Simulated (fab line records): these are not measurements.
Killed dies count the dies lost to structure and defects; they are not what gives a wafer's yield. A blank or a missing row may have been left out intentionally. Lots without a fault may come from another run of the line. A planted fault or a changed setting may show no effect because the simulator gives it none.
fab line records	flow gf180mcu
[record] lots = 5	wafers = 15	last-day = 31
route steps=602 shown MIM@514 M5@526
lots with no fault: from the same line, run without faults
start-h: hours from the record's opening day to when the first of the lot's shown wafers began	wait-h: hours from the lot's prior step to this one	" the same as in the row above	L1.1+2: several wafers, shown together as one row	- no value, or no start was given	* or withheld: withheld	< > ~ a bound
route shown NAME@n: NAME is a module with steps in the file, n the number in the route of the first one	usual: mean/standard deviation taken from wafers without a fault	same: alike in all rows	chamber/n: place in a boat	sites: each site's reading	_std_site: standard deviation of those values	_edge_site: outer sites' mean less inner sites'	radius-mm: for every site, how far away it sits from the centre of the wafer	mask NAME#n: copy n	behind: the tool/chamber that last shaped the wafer	hold: what put the lot on hold/how long, in hours/how the hold closed	device: names the non-switching transistor (n, p or np)	end of line: tests of these same wafers at the route's end	for a step that has no rows: nothing shown but its recipe	killed: at the first sort, the dies lost to defects and structure; wafer yield is something else	map: dies across one wafer; x = killed, . = not, _ = none there
set.NAME: the setting as run; set.NAME@STEP: as run at that earlier step	model.NAME: the simulator's own value behind a step, which no gauge read
lots at some steps of the route; a table a step, a row a wafer
services: the hour from which a tool's chamber was out of use, counted from the record's first day as start-h (under 0 if before that day), plus the number of hours and why
[[steps]]
[step GF_MIM_THK_MEAS_11]
[recipe] thk-meas-gauge = xrf	reads = AlCu_of_MIM_SPUTTER_08
[usual] MIM_ALCU_THK = 198/3.3
lot.wafer	tool	chamber	start-h	wait-h	MIM_ALCU_THK[nm]
L075.2	film-metro-04	-	566.41	0.1	196
L075.3	"	-	"	"	197
L075.4	"	-	"	"	203
L077.2	film-metro-04	-	593.08	0.1	202
L077.3	"	-	"	"	200
L077.4	"	-	"	"	196
L080.2	film-metro-01	-	616.65	0.1	200
L080.3	"	-	"	"	194
L080.6	"	-	"	"	194
L085.1	film-metro-02	-	653.90	0.1	198
L085.3	"	-	"	"	204
L085.5	"	-	"	"	199
L086.1	film-metro-02	-	654.71	0.1	206
L086.2	"	-	"	"	197
L086.4	"	-	"	"	200
[step GF_MIM_DEHYDRATE_12]
[recipe] temp-c = 200	time-s = 60
lot.wafer	tool	chamber	start-h	wait-h
L075.2+3+4	litho-track-02	0	576.81	10.4
L077.2+3+4	litho-track-01	0	602.94	9.9
L080.2+3+6	litho-track-02	0	625.46	8.8
L085.1+3+5	litho-track-04	0	662.62	8.7
L086.1+2+4	litho-track-04	0	663.82	9.1
[step GF_MIM_HMDS_13]
[recipe] prime-time-s = 60	prime-temp-c = 120
lot.wafer	tool	chamber	start-h	wait-h
L075.2+3+4	litho-track-02	0	576.96	0.1
L077.2+3+4	litho-track-01	0	603.09	0.1
L080.2+3+6	litho-track-02	0	625.61	0.1
L085.1+3+5	litho-track-04	0	662.77	0.1
L086.1+2+4	litho-track-04	0	663.97	0.1
[step GF_MIM_COAT_14]
[recipe] resist = NOVOLAK	spin-rpm = 3000	resist-thk-nm = 1000
lot.wafer	tool	chamber	start-h	wait-h
L075.2+3+4	litho-track-02	0	577.11	0.1
L077.2+3+4	litho-track-01	0	603.24	0.1
L080.2+3+6	litho-track-02	0	625.76	0.1
L085.1+3+5	litho-track-04	0	662.92	0.1
L086.1+2+4	litho-track-04	0	664.12	0.1
[step GF_MIM_SOFTBAKE_15]
[recipe] temp-c = 90	time-s = 60	resist = NOVOLAK
lot.wafer	tool	chamber	start-h	wait-h
L075.2+3+4	litho-track-02	0	577.26	0.1
L077.2+3+4	litho-track-01	0	603.39	0.1
L080.2+3+6	litho-track-02	0	625.91	0.1
L085.1+3+5	litho-track-04	0	663.07	0.1
L086.1+2+4	litho-track-04	0	664.27	0.1
[step GF_MIM_EXPOSE_16]
[recipe] mask-id = FuseTop	target-cd-nm = 2000	na = 0.6	source-shape = conventional	sigma-outer = 0.6	dose-mj = 140
lot.wafer	tool	chamber	start-h	wait-h	mask
L075.2+3+4	iline-stepper-01	0	-	-	FuseTop#0
L077.2+3+4	iline-stepper-02	0	-	-	FuseTop#0
L080.2+3+6	iline-stepper-01	0	-	-	FuseTop#0
L085.1+3+5	iline-stepper-02	0	-	-	FuseTop#0
L086.1+2+4	iline-stepper-02	0	-	-	FuseTop#0
[step GF_MIM_PEB_17]
[recipe] temp-c = withheld	time-s = *	resist = NOVOLAK
lot.wafer	tool	chamber	start-h	wait-h
L075.2+3+4	litho-track-02	0	-	-
L077.2+3+4	litho-track-02	0	-	-
L080.2+3+6	litho-track-04	0	-	-
L085.1+3+5	litho-track-02	0	-	-
L086.1+2+4	litho-track-04	0	-	-
[step GF_MIM_DEVELOP_18]
[recipe] develop-time-s = 60	dev-temp-c = 23
[usual] developer-temp-C = 23.02/0.11
lot.wafer	tool	chamber	start-h	wait-h	developer-temp-C
L075.2	litho-track-02	0	587.81	0.1	22.90
L075.3	"	0	"	"	23.02
L075.4	"	0	"	"	23.12
L077.2	litho-track-02	0	617.41	0.1	23.27
L077.3	"	0	"	"	23.19
L077.4	"	0	"	"	23.18
L080.2	litho-track-04	0	637.30	0.1	23.12
L080.3	"	0	"	"	22.94
L080.6	"	0	"	"	23.04
L085.1	litho-track-02	0	672.39	0.1	22.88
L085.3	"	0	"	"	22.79
L085.5	"	0	"	"	22.96
L086.1	litho-track-04	0	674.02	0.1	23.01
L086.2	"	0	"	"	23.05
L086.4	"	0	"	"	22.97
[step GF_MIM_METAL_ETCH_19]
[recipe] chemistry = Cl2/BCl3	mask-material = NOVOLAK	stop-on = Si3N4	target-depth-nm = 324.5	pressure-mtorr = 8	icp-w = 800	bias-w = 140	Cl2_flow_sccm = 80	bcl3-flow-sccm = 40	time-s = 54.1
[usual] bias-w = 139.9/0.41	drypump-motor-current-A = 5.5/0.38	oes-product-au = 0.940/0.0081	throttle-valve-pct = 28.284/0.012
lot.wafer	tool	chamber	start-h	wait-h	bias-w	drypump-motor-current-A	oes-product-au	rf-hours-counter-h	throttle-valve-pct
L075.2	rie-metal-03	0	587.94	0.1	139.9	5.5	0.941	1	28.283
L075.3	"	0	"	"	140.3	5.5	0.944	-	28.290
L075.4	"	1	"	"	139.7	6.1	0.967	-	28.257
L077.2	rie-metal-02	0	617.56	0.1	140.0	5.2	0.950	-	28.288
L077.3	"	0	"	"	139.8	5.2	0.944	-	28.275
L077.4	"	0	"	"	139.7	5.2	0.939	-	28.301
L080.2	rie-metal-03	0	637.42	0.1	139.9	5.5	0.952	3	28.276
L080.3	"	1	"	"	139.6	6.1	0.931	-	28.284
L080.6	"	0	"	"	139.2	5.5	0.940	-	28.310
L085.1	rie-metal-02	1	672.54	0.1	140.1	6.2	0.941	1	28.272
L085.3	"	0	"	"	139.4	5.1	0.947	-	28.262
L085.5	"	0	"	"	140.4	5.2	0.927	-	28.292
L086.1	rie-metal-01	0	674.17	0.1	140.3	5.4	0.956	0	28.264
L086.2	"	1	"	"	140.5	5.3	0.935	10	28.300
L086.4	"	0	"	"	140.3	5.4	0.943	-	28.272
[step GF_MIM_STRIP_20]
[recipe] chemistry = O2/N2	power-w = 1400	pressure-mtorr = 1500	platen-temp-c = 250	o2-flow-sccm = 3000	n2-flow-sccm = 300	overash-fraction = 0.5
[usual] drypump-motor-current-A = 5.6/0.43	heater-power-w = 342/25	oes-product-au = 0.692/0.005	strip-time-to-endpoint-s = 11.24/0.062
lot.wafer	tool	chamber	start-h	wait-h	drypump-motor-current-A	heater-power-w	oes-product-au	rf-hours-counter-h	strip-time-to-endpoint-s
L075.2	plasma-asher-03	1	588.01	0.0	6.1	373	0.690	52	11.20
L075.3	"	0	"	"	5.4	328	0.696	-	11.26
L075.4	"	1	"	"	6.1	371	0.690	-	11.26
L077.2	plasma-asher-04	1	617.68	0.1	6.0	304	0.692	97	11.33
L077.3	"	0	"	"	5.2	342	0.695	-	11.31
L077.4	"	1	"	"	6.1	308	0.693	-	11.40
L080.2	plasma-asher-04	1	637.49	0.0	6.0	310	0.688	99	11.24
L080.3	"	0	"	"	5.2	347	0.694	-	11.28
L080.6	"	0	"	"	5.2	345	0.699	-	11.24
L085.1	plasma-asher-04	0	672.61	0.0	5.2	346	0.697	103	11.25
L085.3	"	1	"	"	6.1	306	0.702	-	11.34
L085.5	"	0	"	"	5.2	355	0.695	-	11.28
L086.1	plasma-asher-01	1	674.24	0.0	4.8	373	0.693	89	11.21
L086.2	"	0	"	"	5.9	375	0.690	89	11.21
L086.4	"	0	"	"	5.9	372	0.697	-	11.24
[step GF_MIM_STRIP_21]
[recipe] chemistry = post-etch-residue-remover	time-s = 1200	temp-c = 72.5
[usual] bath-guard-temp-C = 72.8/0.69
lot.wafer	tool	chamber	start-h	wait-h	bath-guard-temp-C
L075.2	wet-bench-04	0	588.11	0.1	71.6
L075.3	"	0	"	"	71.8
L075.4	"	0	"	"	71.5
L077.2	wet-bench-04	1	617.78	0.1	72.8
L077.3	"	1	"	"	72.8
L077.4	"	1	"	"	72.8
L080.2	wet-bench-04	3	637.59	0.1	72.8
L080.3	"	3	"	"	72.7
L080.6	"	3	"	"	72.8
L085.1	wet-bench-04	0	672.71	0.1	71.4
L085.3	"	0	"	"	71.6
L085.5	"	0	"	"	71.8
L086.1	wet-bench-03	0	674.34	0.1	72.6
L086.2	"	0	"	"	72.9
L086.4	"	0	"	"	72.4
[step GF_MIM_CLEAN_22]
[recipe] chemistry = DIW	dry = n2-spin
lot.wafer	tool	chamber	start-h	wait-h
L075.2+3+4	wet-bench-01	0	588.45	0.0
L077.2+3+4	wet-bench-01	3	618.15	0.0
L080.2+3+6	wet-bench-04	1	637.96	0.0
L085.1+3+5	wet-bench-01	3	673.05	0.0
L086.1+2+4	wet-bench-04	3	674.71	0.0
[step GF_M5_DEHYDRATE_00]
[recipe] temp-c = 200	time-s = 60
lot.wafer	tool	chamber	start-h	wait-h
L075.2+3+4	litho-track-04	0	598.85	10.3
L077.2+3+4	litho-track-02	0	626.66	8.4
L080.2+3+6	litho-track-02	0	646.11	8.0
L085.1+3+5	litho-track-02	0	682.09	8.9
L086.1+2+4	litho-track-03	0	683.46	8.7
[step GF_M5_HMDS_01]
[recipe] prime-time-s = 60	prime-temp-c = 120
lot.wafer	tool	chamber	start-h	wait-h
L075.2+3+4	litho-track-04	0	599.00	0.1
L077.2+3+4	litho-track-02	0	626.81	0.1
L080.2+3+6	litho-track-02	0	646.26	0.1
L085.1+3+5	litho-track-02	0	682.24	0.1
L086.1+2+4	litho-track-03	0	683.61	0.1
[step GF_M5_COAT_02]
[recipe] resist = KrF	spin-rpm = withheld	resist-thk-nm = 1000
lot.wafer	tool	chamber	start-h	wait-h
L075.2+3+4	litho-track-04	0	599.15	0.1
L077.2+3+4	litho-track-02	0	626.96	0.1
L080.2+3+6	litho-track-02	0	646.41	0.1
L085.1+3+5	litho-track-02	0	682.39	0.1
L086.1+2+4	litho-track-03	0	683.76	0.1
[step GF_M5_SOFTBAKE_03]
[recipe] temp-c = 130	time-s = 60	resist = KrF
lot.wafer	tool	chamber	start-h	wait-h
L075.2+3+4	litho-track-04	0	599.30	0.1
L077.2+3+4	litho-track-02	0	627.11	0.1
L080.2+3+6	litho-track-02	0	646.56	0.1
L085.1+3+5	litho-track-02	0	682.54	0.1
L086.1+2+4	litho-track-03	0	683.91	0.1
[step GF_M5_EXPOSE_04]
[recipe] mask-id = Metal5	target-cd-nm = 280	na = 0.68	source-shape = conventional	sigma-outer = 0.6	dose-mj = 28
lot.wafer	tool	chamber	start-h	wait-h	mask
L075.2+3+4	krf-scanner-01	0	-	-	Metal5#0
L077.2+3+4	krf-scanner-02	0	-	-	Metal5#0
L080.2+3+6	krf-scanner-02	0	-	-	Metal5#0
L085.1+3+5	krf-scanner-02	0	-	-	Metal5#0
L086.1+2+4	krf-scanner-02	0	-	-	Metal5#0
[step GF_M5_PEB_05]
[recipe] peb-temp-c = 135	peb-time-s = 90	resist = KrF
lot.wafer	tool	chamber	start-h	wait-h
L075.2+3+4	litho-track-04	0	-	-
L077.2+3+4	litho-track-04	0	-	-
L080.2+3+6	litho-track-04	0	-	-
L085.1+3+5	litho-track-04	0	-	-
L086.1+2+4	litho-track-02	0	-	-
[step GF_M5_DEVELOP_06]
[recipe] develop-time-s = 60	dev-temp-c = 21
[usual] developer-temp-C = 21.01/0.11
lot.wafer	tool	chamber	start-h	wait-h	developer-temp-C
L075.2	litho-track-04	0	608.60	0.2	21.02
L075.3	"	0	"	"	21.20
L075.4	"	0	"	"	20.95
L077.2	litho-track-04	0	638.25	0.2	21.15
L077.3	"	0	"	"	20.99
L077.4	"	0	"	"	21.06
L080.2	litho-track-04	0	656.65	0.2	21.06
L080.3	"	0	"	"	21.13
L080.6	"	0	"	"	21.19
L085.1	litho-track-04	0	691.17	0.2	21.02
L085.3	"	0	"	"	20.91
L085.5	"	0	"	"	20.98
L086.1	litho-track-02	0	692.44	0.2	20.83
L086.2	"	0	"	"	20.92
L086.4	"	0	"	"	20.99
[step GF_M5_CD_MEAS_07]
[recipe] target-cd-nm = 280
[usual] cd-nm = 279.8/1.2
lot.wafer	tool	chamber	start-h	wait-h	cd-nm
L075.2	cd-sem-01	-	608.74	0.1	280.7
L075.3	"	-	"	"	281.0
L075.4	"	-	"	"	281.2
L077.2	cd-sem-01	-	638.39	0.1	281.2
L077.3	"	-	"	"	280.1
L077.4	"	-	"	"	280.0
L080.2	cd-sem-01	-	656.79	0.1	282.6
L080.3	"	-	"	"	281.4
L080.6	"	-	"	"	282.4
L085.1	cd-sem-01	-	691.32	0.1	279.4
L085.3	"	-	"	"	280.2
L085.5	"	-	"	"	279.1
L086.1	cd-sem-01	-	692.59	0.1	279.7
L086.2	"	-	"	"	278.2
L086.4	"	-	"	"	279.7
[step GF_M5_OVL_MEAS_08]
[usual] M5_OVL = 0/7.1
lot.wafer	tool	chamber	start-h	wait-h	M5_OVL[nm]
L075.2	overlay-01	-	608.85	0.1	-6
L075.3	"	-	"	"	0
L075.4	"	-	"	"	-6
L077.2	overlay-02	-	638.50	0.1	-3
L077.3	"	-	"	"	10
L077.4	"	-	"	"	-5
L080.2	overlay-01	-	656.90	0.1	6
L080.3	"	-	"	"	-7
L080.6	"	-	"	"	2
L085.1	overlay-01	-	691.44	0.1	1
L085.3	"	-	"	"	-8
L085.5	"	-	"	"	0
L086.1	overlay-01	-	692.71	0.1	1
L086.2	"	-	"	"	14
L086.4	"	-	"	"	11
[step GF_M5_ETCH_09]
[recipe] chemistry = CF4/O2	target = Si3N4	target-depth-nm = 52	source-w = 800	bias-w = 150	pressure-mtorr = 150	cf4-flow-sccm = 80	O2_flow_sccm = 10	time-s = 11.6
[usual] bias-w = 150.0/0.42	drypump-motor-current-A = 5.7/0.57	oes-product-au = 1.001/0.011	throttle-valve-pct = 5.970/0.0094
lot.wafer	tool	chamber	start-h	wait-h	bias-w	drypump-motor-current-A	oes-product-au	rf-hours-counter-h	throttle-valve-pct
L075.2	rie-diel-01	1	608.88	0.0	150.5	5.1	0.995	14	5.975
L075.3	"	2	"	"	150.5	4.7	0.993	4	5.957
L075.4	"	3	"	"	149.8	6.3	0.999	7	5.955
L077.2	rie-diel-04	1	638.53	0.0	150.5	6.3	0.990	23	5.951
L077.3	"	0	"	"	149.9	5.3	1.016	11	5.975
L077.4	"	3	"	"	149.5	6.1	1.013	46	5.971
L080.2	rie-diel-01	3	656.93	0.0	150.5	6.3	1.002	8	5.969
L080.3	"	2	"	"	149.9	4.7	1.009	5	5.978
L080.6	"	2	"	"	149.9	4.7	1.005	-	5.980
L085.1	rie-diel-01	0	691.48	0.0	149.3	5.9	1.001	7	5.986
L085.3	"	2	"	"	149.9	4.7	0.998	7	5.978
L085.5	"	2	"	"	150.1	4.7	1.000	-	5.977
L086.1	rie-diel-03	1	692.74	0.0	150.4	5.9	0.985	11	5.961
L086.2	"	2	"	"	150.6	5.4	0.991	15	5.957
L086.4	"	3	"	"	150.3	6.3	0.984	1	5.953
[step GF_M5_METAL_ETCH_10]
[recipe] chemistry = Cl2/BCl3	mask-material = KrF	target-depth-nm = 627.5	stop-on = SiO2	pressure-mtorr = 8	icp-w = 800	bias-w = 140	Cl2_flow_sccm = 80	bcl3-flow-sccm = 40	time-s = 104.6
[usual] bias-w = 140.1/0.45	drypump-motor-current-A = 5.7/0.33	oes-product-au = 0.972/0.0067	throttle-valve-pct = 28.249/0.012
lot.wafer	tool	chamber	start-h	wait-h	bias-w	drypump-motor-current-A	oes-product-au	rf-hours-counter-h	throttle-valve-pct
L075.2	rie-metal-01	1	608.90	0.0	140.6	5.3	0.963	8	28.261
L075.3	"	1	"	"	140.1	5.3	0.968	-	28.258
L075.4	"	0	"	"	139.7	5.4	0.973	-	28.244
L077.2	rie-metal-04	0	638.55	0.0	140.4	5.5	0.970	6	28.253
L077.3	"	1	"	"	139.5	6.1	0.973	-	28.247
L077.4	"	0	"	"	141.1	5.5	0.974	-	28.253
L080.2	rie-metal-03	1	656.95	0.0	140.2	6.0	0.975	8	28.253
L080.3	"	1	"	"	139.7	6.1	0.964	-	28.260
L080.6	"	1	"	"	139.8	6.1	0.970	-	28.255
L085.1	rie-metal-03	0	691.50	0.0	139.6	5.5	0.964	4	28.254
L085.3	"	0	"	"	140.4	5.5	0.981	-	28.244
L085.5	"	0	"	"	140.3	5.5	0.978	-	28.242
L086.1	rie-metal-01	0	692.77	0.0	140.2	5.4	0.971	1	28.243
L086.2	"	1	"	"	140.6	5.3	0.986	11	28.252
L086.4	"	1	"	"	140.1	5.3	0.982	-	28.234
[step GF_M5_STRIP_11]
[recipe] chemistry = O2/N2	power-w = 1400	pressure-mtorr = 1500	platen-temp-c = 250	o2-flow-sccm = 3000	n2-flow-sccm = 300	overash-fraction = 0.5
[usual] drypump-motor-current-A = 5.6/0.52	heater-power-w = 347/30	oes-product-au = 0.543/0.0051	strip-time-to-endpoint-s = 7.49/0.058
lot.wafer	tool	chamber	start-h	wait-h	drypump-motor-current-A	heater-power-w	oes-product-au	rf-hours-counter-h	strip-time-to-endpoint-s
L075.2	plasma-asher-01	1	609.01	0.1	4.8	380	0.539	85	7.45
L075.3	"	0	"	"	5.9	385	0.550	-	7.49
L075.4	"	1	"	"	4.8	373	0.548	-	7.52
L077.2	plasma-asher-04	1	638.66	0.1	6.1	308	0.541	99	7.55
L077.3	"	0	"	"	5.2	341	0.546	-	7.66
L077.4	"	1	"	"	6.1	311	0.538	-	7.53
L080.2	plasma-asher-04	1	657.06	0.1	6.1	308	0.540	102	7.54
L080.3	"	0	"	"	5.2	346	0.540	-	7.52
L080.6	"	1	"	"	6.0	306	0.545	-	7.58
L085.1	plasma-asher-04	1	691.61	0.1	6.0	314	0.541	105	7.46
L085.3	"	1	"	"	6.0	310	0.533	-	7.47
L085.5	"	1	"	"	6.1	315	0.540	-	7.47
L086.1	plasma-asher-04	0	692.88	0.1	5.2	346	0.548	105	7.55
L086.2	"	1	"	"	6.0	310	0.548	105	7.49
L086.4	"	1	"	"	6.0	308	0.544	-	7.50
[step GF_M5_STRIP_12]
[recipe] chemistry = post-etch-residue-remover	time-s = 1200	temp-c = 72.5
[usual] bath-guard-temp-C = 72.8/0.52
lot.wafer	tool	chamber	start-h	wait-h	bath-guard-temp-C
L075.2	wet-bench-01	2	609.11	0.1	73.1
L075.3	"	2	"	"	73.2
L075.4	"	2	"	"	73.1
L077.2	wet-bench-02	2	638.76	0.1	72.9
L077.3	"	2	"	"	73.0
L077.4	"	2	"	"	72.8
L080.2	wet-bench-02	2	657.16	0.1	73.1
L080.3	"	2	"	"	72.9
L080.6	"	2	"	"	73.0
L085.1	wet-bench-03	2	691.71	0.1	74.2
L085.3	"	2	"	"	74.1
L085.5	"	2	"	"	74.0
L086.1	wet-bench-03	1	692.98	0.1	72.6
L086.2	"	1	"	"	72.6
L086.4	"	1	"	"	72.7
[step GF_M5_CLEAN_13]
[recipe] chemistry = DIW	dry = n2-spin
lot.wafer	tool	chamber	start-h	wait-h
L075.2+3+4	wet-bench-03	3	609.45	0.0
L077.2+3+4	wet-bench-03	1	639.10	0.0
L080.2+3+6	wet-bench-03	1	657.50	0.0
L085.1+3+5	wet-bench-02	0	692.05	0.0
L086.1+2+4	wet-bench-02	1	693.32	0.0
[[services]]
tool	chamber	start-h	hours	kind
iline-stepper-02	-	557.79	2.0	repair
krf-scanner-02	-	564.54	1.0	pm
rie-diel-01	-	568.75	0.9	repair
rie-diel-03	-	573.91	2.8	pm
rie-diel-03	0	580.94	10.3	repair
rie-diel-01	1	581.69	7.1	repair
rie-diel-04	3	595.13	12.3	repair
iline-stepper-01	-	595.92	13.5	repair
iline-stepper-02	-	596.28	10.0	repair
iline-stepper-01	-	609.45	2.1	pm
plasma-asher-03	-	616.46	0.9	repair
rie-diel-01	-	616.99	0.3	repair
rie-diel-03	-	620.82	1.2	repair
wet-bench-01	-	626.03	4.1	repair
plasma-asher-01	-	638.47	20.2	repair
iline-stepper-02	-	646.70	4.4	pm
rie-metal-03	-	647.58	1.4	pm
krf-scanner-01	-	655.22	1.0	pm
iline-stepper-02	-	655.65	1.7	pm
rie-metal-04	-	656.68	2.8	pm
rie-diel-04	-	663.49	2.8	pm
krf-scanner-01	-	663.60	50.3	repair
iline-stepper-02	-	666.69	1.5	repair
rie-metal-01	-	669.01	2.8	pm
[[key]]
fault none
